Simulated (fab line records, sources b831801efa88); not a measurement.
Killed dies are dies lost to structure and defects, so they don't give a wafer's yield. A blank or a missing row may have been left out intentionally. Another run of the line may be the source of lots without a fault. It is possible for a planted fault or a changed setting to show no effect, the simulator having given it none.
Code-filled problem report in 8D (eight disciplines) form -- flow sky130 -- the parts of the form that need people (team, actions taken, sign-off) are left out

1. WHAT IS WRONG
At SKY_PAD_OPEN_PROBE_99, killed_at_front_end averages 418 over 6 wafers from 2 lots, while fault-free wafers read 15, standard deviation 4. So: +99 or more standard deviations from the usual mean.
First observed at day 49 00:10: wafer L280.1, on prober-02. The record holds 39 wafers of 13 lots with a number at this step. Rule for "out" (also "out of limits"): further than 4 standard deviations from the usual mean. The rest of the wafers with a number are treated as sound.

2. WHAT IT IS, WHAT IT ISN'T
question,is,is not
which readings at this step,"killed_at_front_end, killed_dies, killed_on_rim","killed_at_M0_to_M3, killed_at_M4_up, killed_short"
which lots,"L280, L282","L270, L271, L276, L277, L279, L281, L284, L289, L290, L291, L292"
which wafers of those lots,all that have a number,-
read on which tools,"prober-01, prober-02",-
when,from day 49 00:10,"up to then (18 sound wafers); but 15 sound wafers of L284, L289, L290, L291, L292 came after"

3. THE SUSPECTS, EACH WITH WHAT RULES IT OUT
Counting: a tool at a process step up to the reading stays a suspect if it ran every lot that is out and no sound lot after the first of them.
- plasma_asher-03 at SKY_VT_ADJUST_LVTN_STRIP_20 (strips in O2/N2): ruled out as a lasting fault. Sound lots L289 ran on it after its first lot that is out, L280 (day 11 07:26).
- wet_bench-03 at SKY_SONOS_TUNNEL_STRIP_11 (strips in SPM, time 600 s): ruled out as a lasting fault. Sound lots L284, L291 ran on it after its first lot that is out, L280 (day 15 14:14).
Left after counting: nothing in the record.

4. THE CAUSE (what the simulator had put in)
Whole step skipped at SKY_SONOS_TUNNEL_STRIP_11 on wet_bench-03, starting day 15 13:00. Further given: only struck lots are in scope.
Counting ruled it out, wrongly: the rule takes a fault to strike every lot that its tool runs from its start on, and this one did not.

5. SEQUENCE OF EFFECTS, ordered by route
Each row: a reading whose mean over the struck wafers that have a number lies more than 3 standard deviations from the usual. Readings are gone through only where the record gives a usual standard deviation; hours: the median, over the lots, of the time from a lot's start at the first step in this table giving one to that lot's start at this step; sigmas: the change measured in usual standard deviations.
hours,step,reading,usual,on struck wafers,change,sigmas
0,SKY_PAD_OPEN_PROBE_99,killed_at_front_end,15,418,+403,+99 or more
0,SKY_PAD_OPEN_PROBE_99,killed_dies,87,492,+405,+44
0,SKY_PAD_OPEN_PROBE_99,killed_on_rim,17,96,+79,+20
The process steps in it:
- SKY_PAD_OPEN_PROBE_99
Readings that are blank on the struck wafers while sound wafers have them: bath_guard_temp_C at SKY_SONOS_TUNNEL_STRIP_11; bath_heat_duty_pct at SKY_SONOS_TUNNEL_STRIP_11.

6. HOW IT WOULD HAVE BEEN CAUGHT EARLIER
In this record no reading fell out of limits until day 49 00:10, 803 hours after the fault had begun at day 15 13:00.
At SKY_SONOS_TUNNEL_STRIP_11 the tool's readings are blank on the struck wafers, where sound wafers have them: an empty tool record is the first sign, and it was there at once.
